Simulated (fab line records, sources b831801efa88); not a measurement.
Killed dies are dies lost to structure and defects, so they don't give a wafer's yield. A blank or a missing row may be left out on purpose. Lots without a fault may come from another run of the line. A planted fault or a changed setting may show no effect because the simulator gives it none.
fab line records | flow sky130
record lots=14 wafers=42 last_day=50
route steps=708 shown FIELD_ISO@24 VT_ADJUST_LVTN@115 SONOS_TUNNEL@158 LDD_N@244
lots that met no fault: from a run of the same line without faults
start_h: hours from the record's first day to the start of the lot's first wafer shown | wait_h: hours since the lot's step before | " the same as in the row above | L1.1+2: a row that stands for several wafers | - no value, or no start given | * or withheld: withheld | < > ~ a bound
route shown NAME@n: a module of which the file shows steps, and the number in the route of the first | usual: mean/standard deviation of fault-free wafers | same: alike in all rows | chamber/n: place in a boat | sites: the reading at each site | _std_site: their standard deviation | _edge_site: outer sites' mean less inner sites' | radius_mm: how far each site lies from the wafer's centre | mask NAME#n: copy n | behind: the tool/chamber that last shaped the wafer | hold: why the lot was held/for how many hours/how that ended | device: the transistor (n, p or np) that didn't switch | end of line: the same wafers' tests at the end of the route | a step without rows: its recipe alone | killed: dies lost to structure and defects at the first sort, not the wafer's yield | map: a wafer's dies, x killed, . not, _ none there
set.NAME: the setting as run; set.NAME@STEP: as run at that earlier step | model.NAME: the simulator's own value behind a step, which no gauge read
steps of the route over a sample of lots; a table a step, a row a wafer
services: from which hour (start_h, from the record's first day; less than 0 if before it) a tool's chamber was out of use, for how many hours, and why
## steps
# step SKY_FIELD_ISO_THK_MEAS_23
# recipe reads=SiO2_of_FIELD_ISO_OXIDATION_22
# usual FIELD_ISO_OXIDATION_01_THK=10.21/0.19
# columns lot.wafer tool chamber start_h wait_h FIELD_ISO_OXIDATION_01_THK[nm]
L231.3 film_metro-02 - 36.67 0.0 9.87
L231.5 " - " " 9.95
L231.6 " - " " 9.89
L232.1 film_metro-01 - 43.47 0.0 10.45
L232.2 " - " " 10.69
L232.5 " - " " 10.71
L233.2 film_metro-03 - 46.63 0.0 10.52
L233.3 " - " " 10.49
L233.6 " - " " 10.52
L234.3 film_metro-03 - 56.69 0.0 10.10
L234.5 " - " " 10.32
L234.6 " - " " 10.22
L236.2 film_metro-02 - 63.90 0.0 10.26
L236.4 " - " " 10.06
L236.6 " - " " 10.15
L237.3 film_metro-03 - 67.95 0.0 10.39
L237.4 " - " " 10.32
L237.5 " - " " 10.35
L238.1 film_metro-01 - 74.20 0.0 10.04
L238.3 " - " " 10.08
L238.5 " - " " 9.94
L239.2 film_metro-03 - 82.64 0.0 10.16
L239.3 " - " " 10.18
L239.4 " - " " 10.39
L241.3 film_metro-01 - 89.17 0.0 10.29
L241.4 " - " " 10.17
L241.5 " - " " 10.33
L242.2 film_metro-01 - 95.06 0.0 9.95
L242.4 " - " " 10.07
L242.6 " - " " 9.84
L248.1 film_metro-01 - 129.37 0.0 10.26
L248.3 " - " " 10.23
L248.5 " - " " 10.20
L249.3 film_metro-03 - 136.30 0.0 9.93
L249.4 " - " " 10.03
L249.5 " - " " 9.93
L252.1 film_metro-03 - 149.93 0.1 10.43
L252.3 " - " " 10.34
L252.4 " - " " 10.44
L253.1 film_metro-01 - 154.14 0.0 10.32
L253.2 " - " " 10.42
L253.5 " - " " 10.50
# step SKY_VT_ADJUST_LVTN_OVL_MEAS_18
# usual VT_ADJUST_LVTN_01_OVL=1.7/1.5
# columns lot.wafer tool chamber start_h wait_h VT_ADJUST_LVTN_01_OVL[nm]
L231.3 overlay-01 - 165.99 0.1 0.2
L231.5 " - " " -0.3
L231.6 " - " " 0.8
L232.1 overlay-01 - 172.03 0.1 3.7
L232.2 " - " " 4.1
L232.5 " - " " 3.9
L233.2 overlay-01 - 175.75 0.1 1.8
L233.3 " - " " 3.3
L233.6 " - " " 2.9
L234.3 overlay-01 - 193.49 0.1 0.1
L234.5 " - " " 1.7
L234.6 " - " " 1.1
L236.2 overlay-01 - 199.29 0.1 0.0
L236.4 " - " " 1.3
L236.6 " - " " 0.3
L237.3 overlay-02 - 205.89 0.1 0.2
L237.4 " - " " 2.3
L237.5 " - " " 0.5
L238.1 overlay-01 - 214.87 0.1 2.2
L238.3 " - " " 2.8
L238.5 " - " " 2.0
L239.2 overlay-01 - 230.63 0.1 2.4
L239.3 " - " " 4.6
L239.4 " - " " 2.7
L241.3 overlay-02 - 234.84 0.1 1.8
L241.4 " - " " 1.4
L241.5 " - " " 1.4
L242.2 overlay-02 - 252.10 0.1 1.1
L242.4 " - " " 1.7
L242.6 " - " " 1.3
L248.1 overlay-01 - 289.74 0.1 -0.3
L248.3 " - " " -2.3
L248.5 " - " " -0.9
L249.3 overlay-02 - 293.84 0.1 1.6
L249.4 " - " " 1.3
L249.5 " - " " 1.0
L252.1 overlay-02 - 316.39 0.1 1.5
L252.3 " - " " 2.4
L252.4 " - " " 0.7
L253.1 overlay-01 - 326.52 0.1 0.7
L253.2 " - " " 1.4
L253.5 " - " " 1.7
# step SKY_SONOS_TUNNEL_EXPOSE_04
# recipe mask_id=TUNM na=0.6 source_shape=conventional sigma_outer=0.6 polarization=unpolarized target_cd_nm=410 dose_mj=136
# usual exposure_dose_mJ_cm2=136.02/0.13 focus_offset_nm=0.1/0.51
# columns lot.wafer tool chamber start_h wait_h mask exposure_dose_mJ_cm2 focus_offset_nm
L231.3 iline_stepper-02 0 241.49 - TUNM#0 135.92 0.1
L231.5 " 0 " " TUNM#0 136.09 0.3
L231.6 " 0 " " TUNM#0 135.85 0.2
L232.1 iline_stepper-01 0 248.12 - TUNM#0 136.01 -1.1
L232.2 " 0 " " TUNM#0 136.16 -0.7
L232.5 " 0 " " TUNM#0 136.13 0.1
L233.2 iline_stepper-02 0 253.32 - TUNM#0 135.99 0.9
L233.3 " 0 " " TUNM#0 135.83 0.1
L233.6 " 0 " " TUNM#0 135.97 0.5
L234.3 iline_stepper-02 0 271.88 - TUNM#0 135.80 0.5
L234.5 " 0 " " TUNM#0 136.21 -0.1
L234.6 " 0 " " TUNM#0 136.18 0.0
L236.2 iline_stepper-02 0 279.65 - TUNM#0 136.13 0.4
L236.4 " 0 " " TUNM#0 135.77 0.6
L236.6 " 0 " " TUNM#0 136.02 -0.1
L237.3 iline_stepper-01 0 290.37 - TUNM#0 135.94 -0.7
L237.4 " 0 " " TUNM#0 136.10 -0.5
L237.5 " 0 " " TUNM#0 136.14 -0.4
L238.1 iline_stepper-02 0 297.67 - TUNM#0 135.99 0.7
L238.3 " 0 " " TUNM#0 136.12 0.2
L238.5 " 0 " " TUNM#0 136.08 1.5
L239.2 iline_stepper-02 0 316.70 - TUNM#0 136.06 0.1
L239.3 " 0 " " TUNM#0 135.96 0.3
L239.4 " 0 " " TUNM#0 136.00 1.1
L241.3 iline_stepper-02 0 321.41 - TUNM#0 136.03 -0.9
L241.4 " 0 " " TUNM#0 135.98 -0.2
L241.5 " 0 " " TUNM#0 135.95 0.1
L242.2 iline_stepper-01 0 341.48 - TUNM#0 136.23 -0.5
L242.4 " 0 " " TUNM#0 136.01 0.1
L242.6 " 0 " " TUNM#0 136.16 -0.2
L248.1 iline_stepper-02 - 384.67 - TUNM#0 - -
L248.3 " - " " TUNM#0 - -
L248.5 " - " " TUNM#0 - -
L249.3 iline_stepper-02 - 389.03 - TUNM#0 - -
L249.4 " - " " TUNM#0 - -
L249.5 " - " " TUNM#0 - -
L252.1 iline_stepper-01 0 414.69 - TUNM#0 136.09 0.8
L252.3 " 0 " " TUNM#0 136.08 -0.6
L252.4 " 0 " " TUNM#0 135.95 0.5
L253.1 iline_stepper-01 0 425.84 - TUNM#0 136.05 0.4
L253.2 " 0 " " TUNM#0 135.86 0.1
L253.5 " 0 " " TUNM#0 136.03 1.2
# step SKY_LDD_N_OVL_MEAS_07
# usual LDD_N_OVL=0.5/1.3
# columns lot.wafer tool chamber start_h wait_h LDD_N_OVL[nm]
L231.3 overlay-01 - 403.85 0.1 1.5
L231.5 " - " " 3.3
L231.6 " - " " 2.5
L232.1 overlay-01 - 414.84 0.1 -1.5
L232.2 " - " " -0.9
L232.5 " - " " -0.8
L233.2 overlay-02 - 419.93 0.1 2.5
L233.3 " - " " -0.8
L233.6 " - " " 0.8
L234.3 overlay-02 - 435.85 0.1 -0.8
L234.5 " - " " -0.6
L234.6 " - " " -1.1
L236.2 overlay-02 - 452.50 0.1 0.0
L236.4 " - " " 2.3
L236.6 " - " " 1.5
L237.3 overlay-02 - 461.90 0.1 -1.4
L237.4 " - " " -0.3
L237.5 " - " " -0.8
L238.1 overlay-02 - 470.52 0.1 -0.8
L238.3 " - " " -0.7
L238.5 " - " " 0.2
L239.2 overlay-01 - 494.89 0.1 -1.8
L239.3 " - " " 0.4
L239.4 " - " " -0.7
L241.3 overlay-01 - 501.45 0.1 -0.5
L241.4 " - " " -1.7
L241.5 " - " " -1.5
L242.2 overlay-02 - 522.90 0.1 -0.1
L242.4 " - " " 0.0
L242.6 " - " " 0.5
L252.1 overlay-01 - 597.54 0.1 1.5
L252.3 " - " " 1.6
L252.4 " - " " 2.6
L253.1 overlay-01 - 616.79 0.1 0.5
L253.2 " - " " -0.1
L253.5 " - " " 1.3
## services
# columns tool chamber start_h hours kind
iline_stepper-02 - 286.18 4.4 pm
iline_stepper-01 - 295.50 1.7 pm
iline_stepper-02 - 341.87 6.7 repair
iline_stepper-02 - 405.58 6.3 repair
iline_stepper-01 - 419.40 4.9 repair
## key
first_sign step=SKY_SONOS_TUNNEL_EXPOSE_04 reading=tool_record direction=missing
effect none on later readings
met_at SKY_SONOS_TUNNEL_EXPOSE_04
struck_lots L248,L249
later_rows_left_out L248.1,L248.3,L248.5,L249.3,L249.4,L249.5
sort_left_out L248.1,L248.3,L248.5,L249.3,L249.4,L249.5
tester_left_out L248,L249
not_acting_at SKY_FIELD_ISO_THK_MEAS_23,SKY_VT_ADJUST_LVTN_OVL_MEAS_18,SKY_LDD_N_OVL_MEAS_07
onset_between 321.41 384.67
fault kind=skipped_step_whole tool=iline_stepper-02 chamber=- onset_h=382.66 steps=SKY_SONOS_TUNNEL_EXPOSE_04 scope=struck_lots_only
# tester_left_out: of these lots the tester's yield and bins aren't shown, on N5 and GAA mostly nor the transistor test; their killed dies are dies lost to structure and defects alone, not to doping, threshold or leakage, so they don't give the yield
# sort_left_out: the simulated sort isn't trusted on such a fault, so these wafers' sort isn't shown, and their yield isn't known
# later_rows_left_out: the simulator's readings of these wafers behind a module that went badly wrong aren't trusted and aren't shown, but for the sort
